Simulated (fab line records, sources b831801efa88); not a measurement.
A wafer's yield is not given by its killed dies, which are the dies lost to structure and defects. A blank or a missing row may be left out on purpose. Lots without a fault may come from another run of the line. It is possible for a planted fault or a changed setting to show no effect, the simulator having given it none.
Matching of chambers || flow gf180mcu || GF_V2_CVD_02 on pecvd-03: 3 sister chambers
The step deposits SiO2 from TEOS, target thk 850 nm, time 94.851 s. 18 wafers are shown with their chamber, then 9 later ones without.

== WAFERS, EACH WITH ITS CHAMBER ==
{"wafer": "L074.2", "chamber": 2, "heaterPowerW (W)": 752}
{"wafer": "L074.3", "chamber": 1, "heaterPowerW (W)": 700}
{"wafer": "L074.6", "chamber": 2, "heaterPowerW (W)": 581}
{"wafer": "L075.1", "chamber": 0, "heaterPowerW (W)": 621}
{"wafer": "L075.4", "chamber": 1, "heaterPowerW (W)": 765}
{"wafer": "L075.5", "chamber": 0, "heaterPowerW (W)": 674}
{"wafer": "L078.2", "chamber": 2, "heaterPowerW (W)": 760}
{"wafer": "L078.3", "chamber": 1, "heaterPowerW (W)": 792}
{"wafer": "L078.4", "chamber": 2, "heaterPowerW (W)": 591}
{"wafer": "L080.1", "chamber": 0, "heaterPowerW (W)": 617}
{"wafer": "L080.2", "chamber": 2, "heaterPowerW (W)": 722}
{"wafer": "L080.6", "chamber": 0, "heaterPowerW (W)": 640}
{"wafer": "L083.3", "chamber": 0, "heaterPowerW (W)": 585}
{"wafer": "L083.4", "chamber": 0, "heaterPowerW (W)": 632}
{"wafer": "L083.5", "chamber": 1, "heaterPowerW (W)": 649}
{"wafer": "L087.1", "chamber": 2, "heaterPowerW (W)": 721}
{"wafer": "L087.2", "chamber": 0, "heaterPowerW (W)": 552}
{"wafer": "L087.4", "chamber": 0, "heaterPowerW (W)": 612}

SIGNATURES, as means of the wafers listed above
{"reading": "heaterPowerW", "chamber 0": 616.62, "chamber 1": 726.50, "chamber 2": 687.83, "scatter within a chamber": 60.1}
Rule: for a wafer and a chamber, the distance is found by dividing, reading by reading, the gap between the wafer's reading and the chamber's mean by the reading's scatter, squaring, summing and taking the root. If the next closest chamber is less than 2 further off than the closest, the wafer can't be placed; otherwise it belongs to the closest. The scatter is the square root of a quotient: the sum, over the shown wafers, of each reading's squared deviation from its chamber's mean, divided by wafers minus chambers.

== WAFERS WITHOUT THEIR CHAMBER ==
{"wafer": "L089.1", "heaterPowerW (W)": 619}
{"wafer": "L089.2", "heaterPowerW (W)": 692}
{"wafer": "L089.4", "heaterPowerW (W)": 754}
{"wafer": "L091.1", "heaterPowerW (W)": 573}
{"wafer": "L091.4", "heaterPowerW (W)": 806}
{"wafer": "L091.6", "heaterPowerW (W)": 644}
{"wafer": "L097.2", "heaterPowerW (W)": 536}
{"wafer": "L097.3", "heaterPowerW (W)": 698}
{"wafer": "L097.4", "heaterPowerW (W)": 742}

== THE CHAMBER EACH PASSED THROUGH ==
{"wafer": "L089.1", "from the rows above": "can't be placed: 0 or 2 or 1", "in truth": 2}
{"wafer": "L089.2", "from the rows above": "can't be placed: 2 or 1 or 0", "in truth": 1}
{"wafer": "L089.4", "from the rows above": "can't be placed: 1 or 2 or 0", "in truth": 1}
{"wafer": "L091.1", "from the rows above": "can't be placed: 0 or 2 or 1", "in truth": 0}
{"wafer": "L091.4", "from the rows above": "can't be placed: 1 or 2 or 0", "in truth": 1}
{"wafer": "L091.6", "from the rows above": "can't be placed: 0 or 2 or 1", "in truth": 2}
{"wafer": "L097.2", "from the rows above": "can't be placed: 0 or 2 or 1", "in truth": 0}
{"wafer": "L097.3", "from the rows above": "can't be placed: 2 or 1 or 0", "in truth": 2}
{"wafer": "L097.4", "from the rows above": "can't be placed: 1 or 2 or 0", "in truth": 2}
0 of 9 placed correctly. From these rows, 9 cannot be placed; in 9 the true chamber is one of the candidates. Number placed wrongly: 0.
